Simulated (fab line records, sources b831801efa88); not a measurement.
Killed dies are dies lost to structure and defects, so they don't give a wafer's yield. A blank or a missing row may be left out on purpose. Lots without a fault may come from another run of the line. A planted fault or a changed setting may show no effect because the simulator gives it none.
A struck lot beside a sound one | flow sky130 | 18 steps out of a route of 708
Sound: wafers L951.2, L951.3, L951.4. Struck: wafer L961.1. (L961.2, L961.6 of the same lot were not struck and are left out.) The cause comes at the end.
At each step with rows: each side's tool, then ch and its chambers, then its first start. Under that, the readings that differ: sound wafers | struck wafers | difference of the means | sigmas: that difference in standard deviations of wafers without a fault.
alike: readings whose means differ by less than 2 such deviations, and words and numbers that are the same on both sides. not compared: withheld readings, readings that some wafer has no value for, bounds like >300 that may hide the same value, and numbers for which the record gives no deviation and whose values overlap.
The two part at a step that has a row with sigmas, a row that says differs or no value, or rows on one side only. Numbers that don't overlap but have no deviation are shown without sigmas and don't part them. A reading that every wafer of one side lacks parts them only if that side has two wafers or more.

first, 3 steps without rows for these wafers: SKY_VIA1_EXPOSE_09 (exposes mask VIM, target cd 150 nm); SKY_VIA1_PEB_10; SKY_VIA1_DEVELOP_11 (develop time 60 s).
SKY_VIA1_CD_MEAS_12: target cd 150 nm.
  sound on cd_sem-02, day 34 15:28; struck on cd_sem-02, day 37 16:49
  alike: cd_nm
SKY_VIA1_OVL_MEAS_13:
  sound on overlay-02, day 34 15:34; struck on overlay-01, day 37 16:56
  alike: VIA1_OVL
SKY_VIA1_ETCH_14: etches BARC in N2/H2, stops on SiO2, time 45.9 s, target depth 60 nm.
  sound on rie_diel-01 ch 0,2,3, day 34 15:36; struck on rie_diel-01 ch 0, day 37 16:58
  alike: drypump_motor_current_A, oes_product_au, rf_fwd_power_W, throttle_valve_pct
  not compared: rf_hours_counter_h
SKY_VIA1_ETCH_15: etches SiO2 in C4F8/O2/Ar, stops on TiN, target depth 351 nm, time 54 s.
  sound on rie_diel-01 ch 0,2,3, day 34 15:38; struck on rie_diel-01 ch 0, day 37 17:01
  alike: oes_product_au, rf_fwd_power_W
  not compared: rf_hours_counter_h
SKY_VIA1_STRIP_16: strips in O2/N2.
  sound on plasma_asher-01 ch 0,1, day 34 15:41; struck on plasma_asher-03 ch 0, day 37 17:04
  reading               | sound             | struck | difference | sigmas
  oes_product_au (a.u.) | 0.424 0.413 0.416 | 0.408  | -0.010     | -2
  alike: drypump_motor_current_A, o2_flow_sccm, strip_time_to_endpoint_s
  not compared: rf_hours_counter_h
then, 3 steps without rows for these wafers: SKY_VIA1_STRIP_17 (strips in post etch residue remover, time 1200 s); SKY_VIA1_CLEAN_18 (cleans in IPA, time 180 s); SKY_VIA1_CLEAN_19 (cleans in O3/DIW).
SKY_VIA1_SPUTTER_20: material TiN, target thk 20 nm, time 80 s.
  sound on pvd_sputter-03, day 34 16:17; struck on pvd_sputter-03, day 37 17:39
  alike: throttle_valve_pct
SKY_VIA1_CVD_21: deposits W, target thk 270 nm, time 80.902 s.
  sound on cvd_w-01 ch 0,1, day 34 16:21; struck on cvd_w-01 ch 0, day 37 17:43
  reading                            | sound             | struck | difference | sigmas
  model.W_of_VIA1_CVD_21.thk_nm (nm) | 273.5 276.9 268.6 | 100.5  | -172.5     |
  alike: heater_power_w
SKY_VIA1_RS_MEAS_22: measures by four-point-probe.
  sound on film_metro-04, day 34 16:28; struck on film_metro-01, day 37 17:48
  reading            | sound             | struck | difference | sigmas
  VIA1_W_RS (ohm/sq) | 0.422 0.416 0.429 | 1.172  | +0.750     | +99 or more
SKY_VIA1_THK_MEAS_23: measures by xrf.
  sound on film_metro-04, day 34 16:34; struck on film_metro-01, day 37 17:55
  reading         | sound       | struck | difference | sigmas
  VIA1_W_THK (nm) | 273 273 267 | 100    | -171       | -38
SKY_VIA1_CMP_24: polishes, stops on SiO2, t overpolish 15 s, target thk 0 nm.
  sound on cmp-01 ch 0,2,3, day 34 16:37; struck on cmp-02 ch 2, day 37 18:02
  reading                | sound    | struck | difference | sigmas
  time_to_endpoint_s (s) | 63 70 65 | 23     | -43        | -12
  alike: motor_current_A
SKY_METAL2_SPUTTER_00: material Ti, target thk 15 nm, time 10 s.
  sound on pvd_sputter-02, day 34 16:55; struck on pvd_sputter-03, day 37 18:17
  alike: throttle_valve_pct
SKY_PAD_OPEN_PROBE_99:
  the record has rows for the sound wafers here (prober-01, day 46 08:15) and none for the struck ones

WHERE THEY PART
First at SKY_VIA1_STRIP_16; last, within this record, at SKY_PAD_OPEN_PROBE_99.

WHY: what the simulator had put in
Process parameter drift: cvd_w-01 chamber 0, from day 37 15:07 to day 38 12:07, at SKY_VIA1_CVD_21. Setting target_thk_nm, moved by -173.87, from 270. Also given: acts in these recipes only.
